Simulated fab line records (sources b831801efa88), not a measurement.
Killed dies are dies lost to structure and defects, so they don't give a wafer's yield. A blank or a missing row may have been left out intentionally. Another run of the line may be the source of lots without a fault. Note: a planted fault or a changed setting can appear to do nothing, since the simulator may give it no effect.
A struck lot beside a sound one    flow sky130    17 steps out of a route of 708
Sound: these wafers, L257.1, L257.2, L257.6. The struck wafers were L274.2, L274.3, L274.5. Last of all comes the cause.
Each step with rows lists, per side, the tool, then ch with its chambers, then its first start. Under that, the readings that differ: sound wafers    struck wafers    difference of the means    sigmas: that difference in standard deviations of wafers without a fault.
alike: readings whose means differ by less than 2 such deviations, and words and numbers that are the same on both sides. not compared: withheld readings, readings that some wafer has no value for, bounds like >300 that may hide the same value, and numbers for which the record gives no deviation and whose values overlap.
A row with sigmas, a row that says differs or no value, or rows on one side alone: a step with any of these is where the two part. Numbers that don't overlap but have no deviation are shown without sigmas and don't part them. A reading that every wafer of one side lacks parts them only if that side has two wafers or more.

first, 3 steps without rows for these wafers: SKY_VIA3_EXPOSE_09 (exposes mask VIM3, target cd 200 nm); SKY_VIA3_PEB_10; SKY_VIA3_DEVELOP_11 (develop time 60 s).
SKY_VIA3_CD_MEAS_12: the cd target is 200 nm.
  sound on cd sem-02 at day 40 07:02; struck on cd sem-02 at day 44 22:02
  alike: cd nm
SKY_VIA3_OVL_MEAS_13:
  sound on overlay-01 at day 40 07:09; struck on overlay-02 at day 44 22:08
  alike: VIA3_OVL
SKY_VIA3_ETCH_14: etches BARC in N2/H2, stops on SiO2, time 45.9 s, target depth 60 nm.
  sound on rie diel-04 ch 1,2,3, day 40 07:11; struck on rie diel-04 ch 1,2, day 44 22:10
  alike: drypump motor current A, oes product au, throttle valve pct
  not compared: rf hours counter h
SKY_VIA3_ETCH_15: etches SiO2 in C4F8/O2/Ar, stops on TiN, target depth 507 nm, time 78 s.
  sound on rie diel-04 ch 1,2,3, day 40 07:14; struck on rie diel-04 ch 1,2, day 44 22:13
  alike: oes product au
  not compared: rf hours counter h
SKY_VIA3_STRIP_16: strips in O2/N2.
  sound on plasma asher-03 ch 0,1, day 40 07:17; struck on plasma asher-01 ch 0,1, day 44 22:16
  alike: drypump motor current A, oes product au, strip time to endpoint s
  not compared: rf hours counter h
then, 3 steps without rows for these wafers: SKY_VIA3_STRIP_17 (strips in post etch residue remover, time 1200 s); SKY_VIA3_CLEAN_18 (cleans in IPA, time 180 s); SKY_VIA3_CLEAN_19 (cleans in O3/DIW).
SKY_VIA3_SPUTTER_20: material TiN, target thk 20 nm, time 80 s.
  sound on pvd sputter-02 at day 40 07:53; struck on pvd sputter-03 at day 44 22:53
  alike: throttle valve pct
SKY_VIA3_CVD_21: deposits W, target thk 390 nm, time 117.31 s.
  sound on cvd w-02 ch 0,1, day 40 07:56; struck on cvd w-01 ch 1, day 44 22:56
reading                             sound              struck             difference  sigmas
chamber pressure Torr (Torr)        39.89 39.86 39.97  35.41 35.41 35.41  -4.50       -46
heater power w (W)                  777 697 720        881 866 887        +147        +2
model.W_of_VIA3_CVD_21.thk nm (nm)  388.8 399.4 397.9  370.4 369.4 371.9  -24.8       
  alike: susceptor temp C
SKY_VIA3_RS_MEAS_22: a four-point-probe measurement.
  sound on film metro-04 at day 40 08:04; struck on film metro-03 at day 44 23:05
reading             sound              struck             difference  sigmas
VIA3_W_RS (ohm/sq)  0.295 0.287 0.288  0.309 0.311 0.309  +0.020      +5
SKY_VIA3_THK_MEAS_23: measures by xrf.
  sound on film metro-04 at day 40 08:11; struck on film metro-03 at day 44 23:11
reading          sound        struck       difference  sigmas
VIA3_W_THK (nm)  399 410 403  367 368 370  -36         -5
SKY_VIA3_CMP_24: polishes, stops on SiO2, t overpolish 20 s, target thk 0 nm.
  sound on cmp-01 ch 0,2,3, day 40 08:20; struck on cmp-02 ch 0,1,3, day 44 23:17
  alike: motor current A
-- the record jumps here: 5 days lie between the struck wafers' starts before and after (it left off in module VIA3 and takes up again in module PAD_OPEN, whose first step shown is number 708 of the route) --
SKY_PAD_OPEN_PROBE_99:
  sound on prober-01 at day 46 07:53; struck on prober-02 at day 50 03:16
  alike: defect limited yield, killed_at_M0_to_M3, killed_at_M4_up, killed at contacts, killed at front end, killed at other, killed dies, killed on rim, killed open, killed short, sort_bin_3_pad_short, sort_bin_5_function, sort_bin_6_memory, sort n pass, sort yield pct

## WHERE THEY PART
First at SKY_VIA3_CVD_21; last, within this record, at SKY_VIA3_THK_MEAS_23. Later steps at which nothing parts them and some readings are alike: SKY_VIA3_CMP_24, SKY_PAD_OPEN_PROBE_99.

WHY: what had been put in by the simulator
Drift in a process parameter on cvd w-01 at SKY_VIA3_CVD_21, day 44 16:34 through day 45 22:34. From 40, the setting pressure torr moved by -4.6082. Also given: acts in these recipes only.
